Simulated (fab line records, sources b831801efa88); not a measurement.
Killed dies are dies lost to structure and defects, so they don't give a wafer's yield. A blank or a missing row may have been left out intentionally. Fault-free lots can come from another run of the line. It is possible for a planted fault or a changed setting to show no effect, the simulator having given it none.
Split-lot study ; flow sky130 ; 23 wafers read from 5 lots, route of 708 steps

## ABOUT THE SPLIT
At SKY_LI_CONTACT_HDPCVD_00 (deposits PSG, target thk 930 nm, time 155 s), the setting time-s was moved away from the recipe's 155 s on 8 of the 23 wafers read, by -9.5% to +8.1%. This setting was run at the recipe's value on the other wafers.

The file shows no step between the split and the reading.

## THE READING
LI_CONTACT_HDPCVD_THK, in nm, at SKY_LI_CONTACT_THK_MEAS_01. Fault-free wafers of this fab line usually give 929 nm, standard deviation 10 nm.

wafer;tool, chamber at the split;time-s as run, s;against the recipe;LI_CONTACT_HDPCVD_THK, nm;against lot-mates on the recipe
L075.1;hdpcvd-02, 2;155;recipe;917;-
L075.2;hdpcvd-02, 0;140.3;-9.5%;828;-94
L075.4;hdpcvd-02, 0;140.3;-9.5%;826;-96
L075.5;hdpcvd-02, 2;155;recipe;920;-
L075.6;hdpcvd-02, 1;155;recipe;929;-
L078.1;hdpcvd-02, 1;155;recipe;934;-
L078.4;hdpcvd-02, 0;155;recipe;915;-
L078.6;hdpcvd-02, 1;155;recipe;934;-
L079.1;hdpcvd-02, 2;155;recipe;929;-
L079.3;hdpcvd-02, 1;167.5;+8.1%;1014;+84
L079.4;hdpcvd-02, 0;167.5;+8.1%;980;+50
L079.5;hdpcvd-02, 2;155;recipe;932;-
L079.6;hdpcvd-02, 1;167.5;+8.1%;1013;+82
L084.1;hdpcvd-02, 2;155;recipe;924;-
L084.3;hdpcvd-02, 1;155;recipe;937;-
L084.4;hdpcvd-02, 0;155;recipe;924;-
L084.5;hdpcvd-02, 2;155;recipe;922;-
L084.6;hdpcvd-02, 1;155;recipe;939;-
L085.1;hdpcvd-02, 1;155;recipe;931;-
L085.2;hdpcvd-02, 2;148.8;-4.0%;896;-40
L085.3;hdpcvd-02, 0;148.8;-4.0%;887;-50
L085.4;hdpcvd-02, 1;155;recipe;942;-
L085.6;hdpcvd-02, 0;148.8;-4.0%;886;-50

THE FIT
A straight line over all 23 wafers: LI_CONTACT_HDPCVD_THK changes by +9.86 nm for each +1% of time-s; r = +0.98; the points scatter about the line by 9.5 nm.
The same after taking each lot's own level away (the mean of its wafers on the recipe; 23 wafers): +9.66 nm for each +1%; r = +0.98; scatter 9 nm.
On that fit, the largest move of time-s shifts the reading by 92 nm.
The lots' own levels span 922.0 to 936.5 nm, that is 1.4 times the standard deviation above.
Consequently the slope shifts little with the lot-to-lot level, the two slopes agreeing.
Check: for one of the wafers moved furthest among these (-9.5%), held out of the fit, the line's prediction against its lot-mates is -93.7 nm. It came out at -94 nm against them.

## THE WHOLE CHAIN: every reading that the file lists as answering this split, in the file's order
step;what it does;reading;change (the file's fit);r (the file's)
SKY_LI_CONTACT_HDPCVD_00;deposits PSG, target thk 930 nm, time 155 s;PSG_of_LI_CONTACT_HDPCVD_00.thk-nm (the simulator's own value, which no gauge read);+9.79 nm for each +1% of the setting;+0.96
SKY_LI_CONTACT_THK_MEAS_01;;LI_CONTACT_HDPCVD_THK;+9.76 for each +1% of the setting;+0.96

## FILE'S OWN FIT
LI_CONTACT_HDPCVD_THK changes by +9.76 nm for each +1% of time-s, r = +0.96.
